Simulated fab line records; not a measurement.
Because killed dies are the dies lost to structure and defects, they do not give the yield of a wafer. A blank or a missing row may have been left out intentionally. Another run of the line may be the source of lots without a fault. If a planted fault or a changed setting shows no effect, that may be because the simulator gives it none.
Which tool was responsible?    flow sky130    45 wafers from 15 lots sampled at 4 of the route's 708 steps

WHAT THE GAUGES SHOWED, per wafer
The record lacks any reading of a measuring or inspecting step that a usual standard deviation could be used to judge.

EACH LOT AND THE TOOL THAT RAN IT (in order: tool; ch and the chambers of the sampled wafers; start)
lot   SKY_CONTACT_ETCH_17                SKY_METAL1_SPUTTER_02        SKY_METAL1_SPUTTER_03        SKY_METAL1_SPUTTER_04
L650  rieDiel-02 ch 0,1, day 32 01:31    pvdSputter-02, day 32 03:07  pvdSputter-02, day 32 03:08  pvdSputter-02, day 32 03:10
L651  rieDiel-03 ch 2,3, day 32 03:25    pvdSputter-01, day 32 04:50  pvdSputter-01, day 32 04:52  pvdSputter-01, day 32 04:53
L652  rieDiel-04 ch 1,2,3, day 32 16:42  pvdSputter-01, day 32 18:05  pvdSputter-01, day 32 18:07  pvdSputter-01, day 32 18:08
L654  rieDiel-03 ch 0,1, day 33 03:04    pvdSputter-04, day 33 04:29  pvdSputter-04, day 33 04:31  pvdSputter-04, day 33 04:32
L658  rieDiel-02 ch 0,3, day 34 13:12    pvdSputter-01, day 34 14:59  pvdSputter-01, day 34 15:00  pvdSputter-01, day 34 15:01
L659  rieDiel-04 ch 1,2, day 34 19:04    pvdSputter-04, day 34 20:35  pvdSputter-04, day 34 20:37  pvdSputter-04, day 34 20:38
L660  rieDiel-04 ch 0,1,3, day 35 08:07  pvdSputter-04, day 35 09:37  pvdSputter-04, day 35 09:38  pvdSputter-04, day 35 09:39
L664  rieDiel-02 ch 0,1, day 36 11:25    pvdSputter-02, day 36 12:53  pvdSputter-02, day 36 12:55  pvdSputter-02, day 36 12:56
L666  rieDiel-03 ch 1,3, day 37 04:24    pvdSputter-02, day 37 05:52  pvdSputter-02, day 37 05:53  pvdSputter-02, day 37 05:55
L667  rieDiel-04 ch 0,2,3, day 37 10:16  pvdSputter-02, day 37 11:39  pvdSputter-02, day 37 11:40  pvdSputter-02, day 37 11:41
L668  rieDiel-03 ch 0,2,3, day 37 19:16  pvdSputter-04, day 37 20:41  pvdSputter-04, day 37 20:43  pvdSputter-04, day 37 20:44
L669  rieDiel-02 ch 0,1,3, day 38 00:07  pvdSputter-01, day 38 01:29  pvdSputter-01, day 38 01:31  pvdSputter-01, day 38 01:32
L670  rieDiel-04 ch 0,2,3, day 38 08:03  pvdSputter-04, day 38 09:27  pvdSputter-04, day 38 09:28  pvdSputter-04, day 38 09:29
L672  rieDiel-02 ch 0,2, day 39 00:01    pvdSputter-01, day 39 01:24  pvdSputter-01, day 39 01:25  pvdSputter-01, day 39 01:26
L673  rieDiel-02 ch 1,2,3, day 39 05:34  pvdSputter-01, day 39 06:58  pvdSputter-01, day 39 06:59  pvdSputter-01, day 39 07:00
- SKY_CONTACT_ETCH_17: etches SiO2 in C4F8/O2/Ar, stops on Si3N4, target depth 340 nm.
- SKY_METAL1_SPUTTER_02: material AlCu, target thk 250 nm, time 13.3 s.
- SKY_METAL1_SPUTTER_03: material Ti, target thk 5 nm, time 3.3 s.
- SKY_METAL1_SPUTTER_04: material TiN, target thk 70 nm, time 58.3 s.

WHAT THE TOOLS THEMSELVES READ (means of the sampled wafers that have a number; where no wafer has one, the mark that the record gives instead)
SKY_CONTACT_ETCH_17.
lot   tool        oesProductAu (a.u.)
L650  rieDiel-02  0.894
L651  rieDiel-03  0.888
L652  rieDiel-04  0.894
L654  rieDiel-03  0.886
L658  rieDiel-02  0.886
L659  rieDiel-04  0.889
L660  rieDiel-04  0.902
L664  rieDiel-02  0.895
L666  rieDiel-03  0.892
L667  rieDiel-04  0.898
L668  rieDiel-03  0.895
L669  rieDiel-02  0.894
L670  rieDiel-04  0.899
L672  rieDiel-02  0.893
L673  rieDiel-02  0.894

SKY_METAL1_SPUTTER_02.
lot   tool           cathodeDcPowerW (W)  chamberPressurePa (Pa)  throttleValvePct (%)
L650  pvdSputter-02  10601                0.4001                  29.2
L651  pvdSputter-01  10600                0.3998                  29.7
L652  pvdSputter-01  10600                0.4000                  29.4
L654  pvdSputter-04  10598                0.4004                  30.0
L658  pvdSputter-01  10600                0.4001                  29.8
L659  pvdSputter-04  10601                0.4001                  30.5
L660  pvdSputter-04  10599                0.3997                  30.5
L664  pvdSputter-02  10600                0.4003                  29.6
L666  pvdSputter-02  10600                0.4002                  30.2
L667  pvdSputter-02  10600                0.4004                  30.6
L668  pvdSputter-04  10600                0.4005                  29.4
L669  pvdSputter-01  10601                0.4003                  29.7
L670  pvdSputter-04  10600                0.3999                  30.5
L672  pvdSputter-01  10600                0.4000                  29.2
L673  pvdSputter-01  10600                0.4000                  29.6

SKY_METAL1_SPUTTER_03.
lot   tool           cathodeDcPowerW (W)  chamberPressurePa (Pa)  throttleValvePct (%)
L650  pvdSputter-02  3000.2               0.3998                  29.3
L651  pvdSputter-01  2999.6               0.4002                  29.6
L652  pvdSputter-01  3000.2               0.4004                  29.6
L654  pvdSputter-04  3000.2               0.4002                  29.8
L658  pvdSputter-01  -                    -                       -
L659  pvdSputter-04  -                    -                       -
L660  pvdSputter-04  -                    -                       -
L664  pvdSputter-02  2999.7               0.4000                  29.7
L666  pvdSputter-02  3000.0               0.3992                  30.3
L667  pvdSputter-02  3000.1               0.4002                  30.7
L668  pvdSputter-04  3000.4               0.4004                  29.5
L669  pvdSputter-01  2999.6               0.4002                  29.7
L670  pvdSputter-04  3000.2               0.4007                  30.6
L672  pvdSputter-01  3000.1               0.4000                  29.3
L673  pvdSputter-01  3000.2               0.4001                  29.8

SKY_METAL1_SPUTTER_04.
lot   tool           cathodeDcPowerW (W)  chamberPressurePa (Pa)  throttleValvePct (%)
L650  pvdSputter-02  6500.5               0.4001                  29.2
L651  pvdSputter-01  6500.1               0.3998                  29.6
L652  pvdSputter-01  6500.1               0.4000                  29.8
L654  pvdSputter-04  6500.1               0.3996                  29.8
L658  pvdSputter-01  6499.8               0.3992                  29.8
L659  pvdSputter-04  6499.3               0.3999                  30.4
L660  pvdSputter-04  6499.0               0.3995                  30.4
L664  pvdSputter-02  6500.7               0.4000                  29.5
L666  pvdSputter-02  6500.1               0.3998                  30.2
L667  pvdSputter-02  6498.9               0.4002                  30.6
L668  pvdSputter-04  6499.6               0.4007                  29.3
L669  pvdSputter-01  6499.2               0.3999                  29.6
L670  pvdSputter-04  6499.5               0.4012                  30.6
L672  pvdSputter-01  6500.1               0.3992                  29.3
L673  pvdSputter-01  6499.6               0.4002                  29.8

THE ANSWER, worked out from the rows above alone
Rule: what is usual is taken from the lots themselves. The widest of any qualifying gaps counts: lots, ordered by their means at a reading, are off when they make up no more than a third of the lots, leave a main group of 4 or more, and stand apart from it by 3 or more times the standard deviation of that group's means. The tables above print the reading to a certain number of digits; a main group whose means all agree to those digits is not used. A lot without any number at a reading at which 4 lots or more have one is off too. The other lots that the step has rows for count as sound. The gauges are gone through in route order, then the tools' own readings, and for those a lot's mean is taken as printed above. The first step at which some lot is off is used, and at that step the reading that is off furthest; a lot without a number counts as furthest.
Off: L658, L659, L660 (SKY_METAL1_SPUTTER_03, cathodeDcPowerW). Without a number there: L658, L659, L660. Main group: mean 3000.0 W, sd 0.25.
If a tool, at that step or one of the process steps before it, ran each lot that is off and ran no sound lot following the first of them, it fits. Not one of the candidates tried fits.

WHAT WAS PUT IN BY THE SIMULATOR
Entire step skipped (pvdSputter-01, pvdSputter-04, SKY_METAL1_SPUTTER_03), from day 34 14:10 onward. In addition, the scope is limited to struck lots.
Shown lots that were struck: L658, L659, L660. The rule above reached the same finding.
